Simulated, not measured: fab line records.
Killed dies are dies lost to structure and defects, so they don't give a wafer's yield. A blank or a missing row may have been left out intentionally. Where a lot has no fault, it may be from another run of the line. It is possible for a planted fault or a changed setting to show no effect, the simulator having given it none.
A struck lot beside a sound one || flow sky130 || 16 out of 708 route steps
Sound: wafers L496.4, L496.5, L496.6. Struck: wafers L491.1, L491.4, L491.6. The cause is given at the end.
Each step with rows lists, per side, the tool, then ch with its chambers, then its first start. Under that, the readings that differ: sound wafers || struck wafers || difference of the means || sigmas: that difference in standard deviations of wafers without a fault.
alike: readings with means less than 2 such deviations apart, plus words and numbers identical on both sides. not compared: withheld readings, readings lacking a value on some wafer, bounds such as >300 that could conceal the same value, and numbers that have no deviation in the record and whose values overlap.
A row with sigmas, a row that says differs or no value, or rows on one side alone: a step with any of these is where the two part. Numbers that have no deviation but don't overlap get no sigmas and don't part them. A reading missing from all wafers of one side parts the sides only when that side holds two or more wafers.

first, 1 step without rows for these wafers: SKY_VIA1_ETCH_15 (etches SiO2 in C4F8/O2/Ar, stops on TiN, target depth 351 nm, time 54 s).
SKY_VIA1_STRIP_16: strips in O2/N2.
  sound on plasma asher-01 ch 0,1, day 38 21:49; struck on plasma asher-02 ch 0,1, day 37 15:17
  alike: drypump motor current A, oes product au, strip time to endpoint s
  not compared: rf hours counter h
then, 4 steps without rows for these wafers: SKY_VIA1_STRIP_17 (strips in post etch residue remover, time 1200 s); SKY_VIA1_CLEAN_18 (cleans in IPA, time 180 s); SKY_VIA1_CLEAN_19 (cleans in O3/DIW); SKY_VIA1_SPUTTER_20 (material TiN, target thk 20 nm, time 80 s).
SKY_VIA1_CVD_21: deposits W, target thk 270 nm, time 80.902 s.
  sound on cvd w-02 ch 0,1, day 38 22:33; struck on cvd w-02 ch 0,1, day 37 15:56
  alike: heater power w
SKY_VIA1_RS_MEAS_22: a four-point-probe measurement.
  sound on film metro-03, day 38 22:41; struck on film metro-03, day 37 16:02
  alike: VIA1_W_RS
SKY_VIA1_THK_MEAS_23: measures by xrf.
  sound on film metro-03, day 38 22:46; struck on film metro-03, day 37 16:09
  alike: VIA1_W_THK
then, 1 step without rows for these wafers: SKY_VIA1_CMP_24 (polishes, stops on SiO2, t overpolish 15 s, target thk 0 nm).
SKY_METAL2_SPUTTER_00: material Ti, target thk 15 nm, time 10 s.
  sound on pvd sputter-02, day 38 23:07; struck on pvd sputter-01, day 37 16:31
  alike: throttle valve pct
then, 1 step without rows for these wafers: SKY_METAL2_SPUTTER_01 (material TiN, target thk 20 nm, time 16.7 s).
SKY_METAL2_SPUTTER_02: material AlCu, target thk 250 nm, time 13.3 s.
  sound on pvd sputter-02, day 38 23:10; struck on pvd sputter-01, day 37 16:34
{"reading": "model.AlCu_of_METAL2_SPUTTER_02.thk nm (nm)", "sound": "252.7 247.3 252", "struck": "476.4 477.7 476.4", "difference": "+226.2", "sigmas": ""}
  alike: throttle valve pct
SKY_METAL2_SPUTTER_03: material Ti, target thk 5 nm, time 3.3 s.
  sound on pvd sputter-02, day 38 23:11; struck on pvd sputter-01, day 37 16:35
  alike: throttle valve pct
SKY_METAL2_SPUTTER_04: material TiN, target thk 70 nm, time 58.3 s.
  sound on pvd sputter-02, day 38 23:13; struck on pvd sputter-01, day 37 16:36
  alike: throttle valve pct
SKY_METAL2_RS_MEAS_05: a four-point-probe measurement.
  sound on film metro-01, day 38 23:18; struck on film metro-01, day 37 16:56
{"reading": "METAL2_ALCU_RS (ohm/sq)", "sound": "0.1256 0.1286 0.1261", "struck": "0.0657 0.0658 0.0660", "difference": -0.0609, "sigmas": -44}
  not compared: hold

== WHERE THEY PART ==
Within this record, at SKY_METAL2_RS_MEAS_05 only.

WHY: what the simulator had put in
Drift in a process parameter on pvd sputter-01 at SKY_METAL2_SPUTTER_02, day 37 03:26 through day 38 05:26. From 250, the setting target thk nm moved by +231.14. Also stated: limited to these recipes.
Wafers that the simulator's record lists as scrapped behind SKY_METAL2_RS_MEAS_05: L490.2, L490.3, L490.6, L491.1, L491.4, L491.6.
